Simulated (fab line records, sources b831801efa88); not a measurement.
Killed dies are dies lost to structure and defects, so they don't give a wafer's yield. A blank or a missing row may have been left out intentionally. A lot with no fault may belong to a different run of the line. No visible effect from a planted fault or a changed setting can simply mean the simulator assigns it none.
fab line records | flow sky130
[record] lots = 6 wafers = 17 last_day = 50
route steps=708 shown METAL4@602 CAP2M@603 PAD_OPEN@708
lots with no fault: from the same line, run without faults
start_h: hours from the record's first day to the start of the lot's first wafer shown | wait_h: hours elapsed since this lot's preceding step | " unchanged from the row above | L1.1+2: a row that stands for several wafers | - no value present, or no start provided | * or withheld: withheld | < > ~ a bound
route shown NAME@n: names a module that has steps shown in the file, with the first one's number in the route | usual: mean and standard deviation over wafers with no fault | same: alike in all rows | chamber/n: place in a boat | sites: readings site by site | _std_site: standard deviation of those values | _edge_site: mean of outer sites minus mean of inner sites | radius_mm: for every site, how far away it sits from the centre of the wafer | mask NAME#n: copy n | behind: tool/chamber where the wafer was last shaped | hold: what put the lot on hold/how long, in hours/how the hold closed | device: names the non-switching transistor (n, p or np) | end of line: tests of these same wafers at the route's end | a step with no rows: only its recipe | killed: count of dies lost to structure and defects at first sort (not the wafer's yield) | map: shows each die of a wafer: x if killed, . if not, _ if none is there
set.NAME: the setting the step ran with; set.NAME@STEP: the setting that earlier step ran with | model.NAME: the simulator's own value behind a step, which no gauge read
lots at selected steps of the route; one table per step, one row per wafer
services: a tool's chamber out of use, with start hour (start_h, from the record's first day; less than 0 if before it), hours out, and reason
[[steps]]
[step SKY_METAL4_SPUTTER_04]
[recipe] material = TiN target_thk_nm = 70 power_w = 6500 time_s = 58.3 chamber_pressure_pa = 0.4
[usual] throttle_valve_pct = 29.2/1.1
// columns lot.wafer tool chamber start_h wait_h throttle_valve_pct
L421.2 pvd_sputter-02 - 932.48 0.0 27.3
L421.3 " - " " 29.6
L421.6 " - " " 27.5
L426.1 pvd_sputter-04 - 970.27 0.0 30.3
L426.5 " - " " 31.0
L426.6 " - " " 28.8
L433.2 pvd_sputter-02 - 1019.17 0.0 28.2
L433.4 " - " " 27.2
L433.6 " - " " 28.4
L438.1 pvd_sputter-02 - 1049.52 0.0 27.6
L438.5 " - " " 30.3
L440.2 pvd_sputter-02 - 1059.16 0.0 30.3
L440.4 " - " " 28.3
L440.5 " - " " 27.6
L441.1 pvd_sputter-02 - 1072.11 0.0 29.5
L441.3 " - " " 28.1
L441.6 " - " " 29.7
[step SKY_CAP2M_CVD_00]
[recipe] material = SiO2 target_thk_nm = 15.5 temp_c = 400 time_s = withheld rf_w = 450
[usual] heater_power_w = 725/71 susceptor_temp_C = 399.96/0.23
// columns lot.wafer tool chamber start_h wait_h heater_power_w susceptor_temp_C
L421.2 pecvd-02 1 932.53 0.0 765 400.31
L421.3 " 0 " " 817 399.95
L421.6 " 0 " " 820 400.04
L426.1 pecvd-01 1 970.32 0.0 857 399.84
L426.5 " 2 " " 740 399.99
L426.6 " 1 " " 844 399.96
L433.2 pecvd-04 1 1019.22 0.0 718 399.85
L433.4 " 0 " " 602 399.82
L433.6 " 1 " " 742 400.08
L438.1 pecvd-04 0 1049.57 0.0 660 400.28
L438.5 " 0 " " 693 399.96
L440.2 pecvd-04 0 1059.21 0.0 625 400.35
L440.4 " 0 " " 645 400.51
L440.5 " 2 " " 695 400.19
L441.1 pecvd-02 0 1072.16 0.0 849 400.28
L441.3 " 2 " " 636 399.90
L441.6 " 1 " " 792 399.69
[step SKY_CAP2M_THK_MEAS_01]
[recipe] reads = SiO2_of_CAP2M_CVD_00
[usual] CAP2M_CVD_00_THK = 15.49/0.27
// columns lot.wafer tool chamber start_h wait_h CAP2M_CVD_00_THK[nm]
L421.2 film_metro-03 - 932.57 - 15.51
L421.3 " - " " 15.48
L421.6 " - " " 15.81
L426.1 film_metro-03 - 970.34 - 15.19
L426.5 " - " " 15.95
L426.6 " - " " 15.27
L433.2 film_metro-03 - 1019.25 - 15.51
L433.4 " - " " 15.78
L433.6 " - " " 15.79
L438.1 film_metro-04 - 1049.59 - 15.58
L438.5 " - " " 15.58
L440.2 film_metro-01 - 1059.24 - 15.78
L440.4 " - " " 16.08
L440.5 " - " " 15.61
L441.1 film_metro-03 - 1072.18 - 15.38
L441.3 " - " " 15.37
L441.6 " - " " 15.54
[step SKY_CAP2M_SPUTTER_02]
[recipe] material = TiN target_thk_nm = 200 temp_c = 300 power_w = 6500 time_s = 166.7 chamber_pressure_pa = 0.4
[usual] susceptor_temp_C = 299.98/0.2 throttle_valve_pct = 30.0/1.1
// columns lot.wafer tool chamber start_h wait_h susceptor_temp_C throttle_valve_pct
L421.2 pvd_sputter-02 - 932.62 0.0 299.71 29.6
L421.3 " - " " 299.90 30.1
L421.6 " - " " 300.17 30.2
L426.1 pvd_sputter-02 - 970.40 0.1 299.76 28.1
L426.5 " - " " 299.95 28.2
L426.6 " - " " 300.22 27.2
L433.2 pvd_sputter-01 - 1019.30 0.0 299.95 29.8
L433.4 " - " " 300.06 30.8
L433.6 " - " " 300.05 31.1
L438.1 pvd_sputter-01 - 1049.65 0.1 300.33 30.0
L438.5 " - " " 299.95 31.0
L440.2 pvd_sputter-03 - 1059.29 0.0 300.09 29.1
L440.4 " - " " 299.96 30.7
L440.5 " - " " 299.95 30.9
L441.1 pvd_sputter-03 - 1072.24 0.1 300.14 29.8
L441.3 " - " " 299.67 31.1
L441.6 " - " " 299.97 30.9
[step SKY_CAP2M_RS_MEAS_03]
[recipe] thk_meas_gauge = four-point-probe reads = TiN_of_CAP2M_SPUTTER_02
[usual] CAP2M_TIN_RS = 6.97/0.098
// columns lot.wafer tool chamber start_h wait_h CAP2M_TIN_RS[ohm/sq]
L421.2 film_metro-01 - 932.75 0.1 6.93
L421.3 " - " " 6.93
L421.6 " - " " 6.96
L426.1 film_metro-03 - 970.51 0.1 6.85
L426.5 " - " " 6.80
L426.6 " - " " 6.93
L433.2 film_metro-04 - 1019.43 0.1 6.98
L433.4 " - " " 7.07
L433.6 " - " " 7.12
L438.1 film_metro-01 - 1049.76 0.1 6.96
L438.5 " - " " 7.13
L440.2 film_metro-03 - 1059.42 0.1 7.08
L440.4 " - " " 7.03
L440.5 " - " " 7.04
L441.1 film_metro-01 - 1072.35 0.1 6.96
L441.3 " - " " 7.05
L441.6 " - " " 7.00
[step SKY_CAP2M_THK_MEAS_04]
[recipe] thk_meas_gauge = xrf reads = TiN_of_CAP2M_SPUTTER_02
[usual] CAP2M_TIN_THK = 197.8/2.6
// columns lot.wafer tool chamber start_h wait_h CAP2M_TIN_THK[nm]
L421.2 film_metro-01 - 932.86 0.1 199.3
L421.3 " - " " 198.9
L421.6 " - " " 198.8
L426.1 film_metro-03 - 970.63 0.1 200.4
L426.5 " - " " 201.9
L426.6 " - " " 199.6
L433.2 film_metro-04 - 1019.54 0.1 198.9
L433.4 " - " " 196.4
L433.6 " - " " 193.7
L438.1 film_metro-01 - 1049.88 0.1 197.8
L438.5 " - " " 194.1
L440.2 film_metro-03 - 1059.53 0.1 195.3
L440.4 " - " " 196.5
L440.5 " - " " 195.5
L441.1 film_metro-01 - 1072.47 0.1 198.6
L441.3 " - " " 195.1
L441.6 " - " " 196.9
[step SKY_CAP2M_DEHYDRATE_05]
[recipe] temp_c = 200 time_s = 60
[step SKY_CAP2M_HMDS_06]
[recipe] prime_time_s = 60 prime_temp_c = 120
[step SKY_CAP2M_COAT_07]
[recipe] resist = NOVOLAK spin_rpm = 3000 resist_thk_nm = 1140
[step SKY_CAP2M_SOFTBAKE_08]
[recipe] temp_c = 90 time_s = 60 resist = NOVOLAK
[step SKY_CAP2M_EXPOSE_09]
[recipe] mask_id = CAP2M na = 0.6 source_shape = conventional sigma_outer = 0.6 polarization = unpolarized target_cd_nm = 1000 dose_mj = 159
[step SKY_CAP2M_PEB_10]
[recipe] temp_c = withheld time_s = * resist = NOVOLAK
[step SKY_CAP2M_DEVELOP_11]
[recipe] resist = NOVOLAK developer = TMAH develop_time_s = 60 dev_temp_c = 23
// columns lot.wafer tool chamber start_h wait_h
L421.2+3+6 litho_track-01 0 956.91 0.1
L426.1+5+6 litho_track-03 0 993.75 0.1
L433.2+4+6 litho_track-01 0 1041.56 0.1
L438.1+5 litho_track-01 0 1071.24 0.1
L440.2+4+5 litho_track-03 0 1080.12 0.1
L441.1+3+6 litho_track-04 0 1092.54 0.1
[step SKY_CAP2M_OVL_MEAS_12]
[usual] CAP2M_OVL = 0.9/1.5
// columns lot.wafer tool chamber start_h wait_h CAP2M_OVL[nm]
L421.2 overlay-02 - 957.04 0.1 0.5
L421.3 " - " " 1.0
L421.6 " - " " 0.0
L426.1 overlay-01 - 993.90 0.1 1.5
L426.5 " - " " 2.2
L426.6 " - " " 2.3
L433.2 overlay-01 - 1041.69 0.1 0.6
L433.4 " - " " 1.0
L433.6 " - " " -0.8
L438.1 overlay-01 - 1071.39 0.1 2.3
L438.5 " - " " 2.1
L440.2 overlay-01 - 1080.25 0.1 1.9
L440.4 " - " " 1.1
L440.5 " - " " 1.6
L441.1 overlay-01 - 1092.69 0.1 -0.3
L441.3 " - " " 0.1
L441.6 " - " " -0.2
[step SKY_CAP2M_METAL_ETCH_13]
[recipe] target_depth_nm = 220 stop_on = SiO2 chemistry = Cl2/BCl3 target = TiN pressure_mtorr = 10 icp_w = 900 bias_w = 48.5 Cl2_flow_sccm = 60 bcl3_flow_sccm = 30 time_s = 62.9
[usual] bias_w = 48.50/0.14 drypump_motor_current_A = 5.5/0.34 oes_product_au = 0.937/0.009 throttle_valve_pct = 21.904/0.011
// columns lot.wafer tool chamber start_h wait_h bias_w drypump_motor_current_A oes_product_au rf_hours_counter_h throttle_valve_pct model.CAP2M.cd_nm
L421.2 rie_metal-01 0 957.07 0.0 48.57 5.4 0.942 12 21.900 1001
L421.3 " 0 " " 48.57 5.4 0.940 - 21.893 1002
L421.6 " 0 " " 48.54 5.4 0.935 - 21.897 1003
L426.1 rie_metal-02 1 993.93 0.0 48.48 6.0 0.936 8 21.880 1002
L426.5 " 1 " " 48.54 6.0 0.954 - 21.906 1003
L426.6 " 0 " " 48.57 5.8 0.938 - 21.904 1001
L433.2 rie_metal-01 0 1041.72 0.0 48.34 5.4 0.938 16 21.905 1005
L433.4 " 0 " " 48.41 5.4 0.931 - 21.916 1023
L433.6 " 1 " " 48.50 5.5 0.922 - 21.913 1006
L438.1 rie_metal-01 1 1071.42 0.0 48.67 5.4 0.936 11 21.882 999.2
L438.5 " 1 " " 48.51 5.4 0.929 - 21.923 1019
L440.2 rie_metal-03 1 1080.28 0.0 48.42 4.8 0.930 2 21.905 1004
L440.4 " 1 " " 48.31 4.8 0.929 - 21.921 1002
L440.5 " 0 " " 48.38 6.0 0.934 - 21.913 1005
L441.1 rie_metal-01 0 1092.73 0.0 48.34 5.4 0.934 20 21.912 1004
L441.3 " 1 " " 48.49 5.5 0.928 - 21.912 1003
L441.6 " 0 " " 48.40 5.4 0.939 - 21.906 1000
[step SKY_CAP2M_STRIP_14]
[recipe] chemistry = O2/N2 power_w = 1400 pressure_mtorr = 1500 platen_temp_c = withheld o2_flow_sccm = 3000 n2_flow_sccm = 300 overash_fraction = 0.5
[usual] drypump_motor_current_A = 5.6/0.49 oes_product_au = 0.710/0.0047 strip_time_to_endpoint_s = 12.67/0.048
// columns lot.wafer tool chamber start_h wait_h drypump_motor_current_A oes_product_au rf_hours_counter_h strip_time_to_endpoint_s
L421.2 plasma_asher-01 0 957.15 0.1 5.3 0.712 85 12.77
L421.3 " 0 " " 5.3 0.713 - 12.78
L421.6 " 1 " " 6.1 0.705 - 12.76
L426.1 plasma_asher-01 0 994.01 0.1 5.3 0.717 89 12.66
L426.5 " 1 " " 6.2 0.714 - 12.62
L426.6 " 0 " " 5.3 0.716 - 12.64
L433.2 plasma_asher-01 1 1041.80 0.1 6.2 0.710 93 12.69
L433.4 " 0 " " 5.3 0.713 - 12.69
L433.6 " 1 " " 6.1 0.707 - 12.63
L438.1 plasma_asher-01 1 1071.50 0.1 6.2 0.711 96 12.60
L438.5 " 0 " " 5.3 0.711 - 12.63
L440.2 plasma_asher-02 1 1080.36 0.1 5.1 0.705 34 12.73
L440.4 " 0 " " 6.2 0.716 - 12.68
L440.5 " 1 " " 5.1 0.716 - 12.66
L441.1 plasma_asher-04 0 1092.83 0.1 5.2 0.712 64 12.72
L441.3 " 1 " " 5.1 0.704 - 12.64
L441.6 " 0 " " 5.2 0.705 - 12.69
[step SKY_PAD_OPEN_PROBE_99]
[usual] defect_limited_yield = 82.6/1.8 killed_at_M0_to_M3 = 43/6.5 killed_at_M4_up = 3.1/1.8 killed_at_contacts = 24/5.6 killed_at_front_end = 15/4.2 killed_at_other = 0.3/0.5 killed_dies = 86/8.9 killed_open = 47/6.9 killed_short = 39/5.9 sort_bin_3_pad_short = 0.9/0.39 sort_bin_5_function = 10.4/1.6 sort_bin_6_memory = 6.2/1 sort_n_pass = 406/8.9 sort_yield_pct = 82.6/1.8
[same] gross_dies = 492 killed_at_back_side = 0 sort_bin_4_leakage[%] = 0 sort_bin_8_speed[%] = 0
// columns lot.wafer tool chamber start_h wait_h defect_limited_yield[%] killed_at_M0_to_M3 killed_at_M4_up killed_at_contacts killed_at_front_end killed_at_other killed_dies killed_open killed_short sort_bin_3_pad_short[%] sort_bin_5_function[%] sort_bin_6_memory[%] sort_n_pass sort_yield_pct[%]
L433.4 prober-01 - 1148.53 0.2 81.9 38 2 33 16 0 89 49 40 0.6 11.4 6.1 403 81.9
// killed by level:class
L433.4 CONTACT:geometric_particle:open=11 LI_CONTACT:geometric_particle:open=9 LOCAL_INTERCONNECT:geometric_particle:short=9 VIA1:geometric_particle:open=7 VIA2:geometric_particle:open=7 VIA3:geometric_particle:short=6 FIELD_ISO:geometric_particle:short=4 POLY_GATE:geometric_particle:open=4
[[services]]
// columns tool chamber start_h hours kind
plasma_asher-02 - 908.50 3.0 repair
rie_metal-03 0 913.10 4.9 repair
pecvd-01 1 920.52 5.6 repair
pecvd-01 2 927.91 4.8 repair
pecvd-02 2 931.20 5.5 scheduled_down
plasma_asher-04 - 938.18 7.6 repair
plasma_asher-01 - 939.41 0.7 repair
pecvd-01 2 941.99 7.0 repair
pecvd-04 1 946.64 5.5 scheduled_down
pecvd-01 - 961.67 0.9 repair
pecvd-02 0 976.55 2.1 scheduled_down
pvd_sputter-01 - 991.89 2.2 repair
pecvd-02 1 999.38 - clean
pecvd-02 1 999.38 - consumable_replace:showerhead
pecvd-01 - 1002.37 2.8 pm
pecvd-04 2 1007.93 2.1 scheduled_down
plasma_asher-01 - 1017.28 7.1 repair
pecvd-02 - 1032.82 2.4 repair
rie_metal-01 1 1057.35 8.7 repair
pecvd-04 - 1065.08 2.8 pm
pecvd-04 0 1074.13 2.1 scheduled_down
pecvd-01 - 1075.03 2.4 repair
pecvd-04 2 1085.46 4.5 repair
plasma_asher-01 - 1091.58 9.4 repair
[[key]]
first_sign none at tools or gauges
[model_effect] step = SKY_CAP2M_METAL_ETCH_13 value = CAP2M.cd_nm without = 1002 struck = 1021
met_at SKY_CAP2M_DEVELOP_11
struck_wafers L433.4,L438.5
onset_between 956.91 1041.56
[fault] kind = process_parameter_drift tool = litho_track-01 chamber = - onset_h = 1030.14 steps = SKY_CAP2M_DEVELOP_11 channel = develop_time_s offset = * shape = step end_h = 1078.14 scope = struck_wafers_only acts_in = * stated = *
